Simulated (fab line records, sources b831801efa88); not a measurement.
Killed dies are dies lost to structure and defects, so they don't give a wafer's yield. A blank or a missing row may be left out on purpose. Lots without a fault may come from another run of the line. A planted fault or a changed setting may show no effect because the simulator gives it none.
Which tool did it? | flow sfq_line | 14 lots, 41 wafers sampled, at 1 step of a route of 325

WHAT THE GAUGES READ, wafer by wafer
The record holds no reading of a measuring or inspecting step that can be judged against a usual standard deviation.

WHICH TOOL RAN EACH LOT (tool, then ch and the chambers of the sampled wafers, then the start)
lot  | SFQ_TRILAYER_L0_BARC_OPEN_METAL_ETCH_010
L845 | rie_metal-04 ch 0,1, day 4 14:23
L848 | rie_metal-02 ch 0,1, day 5 11:40
L849 | rie_metal-02 ch 0,1, day 5 16:28
L850 | rie_metal-02 ch 0,1, day 5 21:16
L853 | rie_metal-04 ch 0,1, day 6 12:53
L854 | rie_metal-04 ch 0,1, day 6 16:29
L857 | rie_metal-02 ch 0, day 7 06:53
L860 | rie_metal-04 ch 0, day 8 04:59
L861 | rie_metal-03 ch 0, day 8 10:56
L862 | rie_metal-04 ch 0,1, day 8 16:29
L863 | rie_metal-03 ch 0,1, day 8 21:17
L864 | rie_metal-03 ch 0,1, day 9 06:07
L866 | rie_metal-04 ch 0,1, day 9 14:31
L867 | rie_metal-04 ch 0,1, day 9 18:07
- SFQ_TRILAYER_L0_BARC_OPEN_METAL_ETCH_010: etches BARC in O2, target depth 125 nm, time 41.7 s.

WHAT THE TOOLS THEMSELVES READ (means of the sampled wafers that have a number; where no wafer has one, the mark that the record gives instead)
SFQ_TRILAYER_L0_BARC_OPEN_METAL_ETCH_010.
lot  | tool         | drypump_motor_current_A (A) | oes_product_au (a.u.) | run_length_s (s)
L845 | rie_metal-04 | 5.5                         | 0.683                 | 69.53
L848 | rie_metal-02 | 6.2                         | 0.687                 | 70.07
L849 | rie_metal-02 | 6.1                         | 0.685                 | 69.98
L850 | rie_metal-02 | 6.1                         | 0.705                 | 68.26
L853 | rie_metal-04 | 5.5                         | 0.683                 | 69.55
L854 | rie_metal-04 | 6.0                         | 0.686                 | 69.91
L857 | rie_metal-02 | 6.3                         | 0.717                 | 67.84
L860 | rie_metal-04 | 6.4                         | 0.684                 | 69.62
L861 | rie_metal-03 | 6.6                         | 0.679                 | 69.68
L862 | rie_metal-04 | 5.6                         | 0.684                 | 69.57
L863 | rie_metal-03 | 6.3                         | 0.686                 | 69.63
L864 | rie_metal-03 | 6.0                         | 0.684                 | 69.54
L866 | rie_metal-04 | 6.0                         | 0.683                 | 69.53
L867 | rie_metal-04 | 5.6                         | 0.684                 | 69.76

THE ANSWER, worked out from the rows above alone
Rule: what is usual is taken from the lots themselves. Put in order of their means at a reading, lots are off if they are a third of the lots or fewer, leave a main group of 4 or more, and stand apart from it by a gap of 3 or more times the standard deviation of the main group's means; of several such gaps the widest counts. A main group whose means are all the same, to the digits that the tables above print for the reading, isn't used. A lot without any number at a reading at which 4 lots or more have one is off too. The other lots that the step has rows for count as sound. The gauges are gone through in route order, then the tools' own readings, and for those a lot's mean is taken as printed above. The first step at which some lot is off is used, and at that step the reading that is off furthest; a lot without a number counts as furthest.
Off: L850, L857, at SFQ_TRILAYER_L0_BARC_OPEN_METAL_ETCH_010 (oes_product_au). The main group: mean 0.684 a.u., standard deviation 0.002.
A tool fits if, at that step or a process step before it, it ran every lot that is off, and no sound lot after the first of them. One fits: rie_metal-02 at SFQ_TRILAYER_L0_BARC_OPEN_METAL_ETCH_010. Its last sound lot is L849 (day 5 16:28), its first lot that is off L850 (day 5 21:16): a fault that began between those two fits.
The tool's own readings at SFQ_TRILAYER_L0_BARC_OPEN_METAL_ETCH_010 bear it out: on the lots that are off they differ by more than 5 times the standard deviation of the sound lots' means. oes_product_au reads 0.711 a.u. there against 0.684 a.u. on the sound lots; run_length_s reads 68.05 s there against 69.70 s on the sound lots.

WHAT THE SIMULATOR HAD PUT IN
Process parameter drift: rie_metal-02, from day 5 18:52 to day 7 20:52, at SFQ_TRILAYER_L0_BARC_OPEN_METAL_ETCH_010. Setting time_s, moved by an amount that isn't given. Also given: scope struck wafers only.
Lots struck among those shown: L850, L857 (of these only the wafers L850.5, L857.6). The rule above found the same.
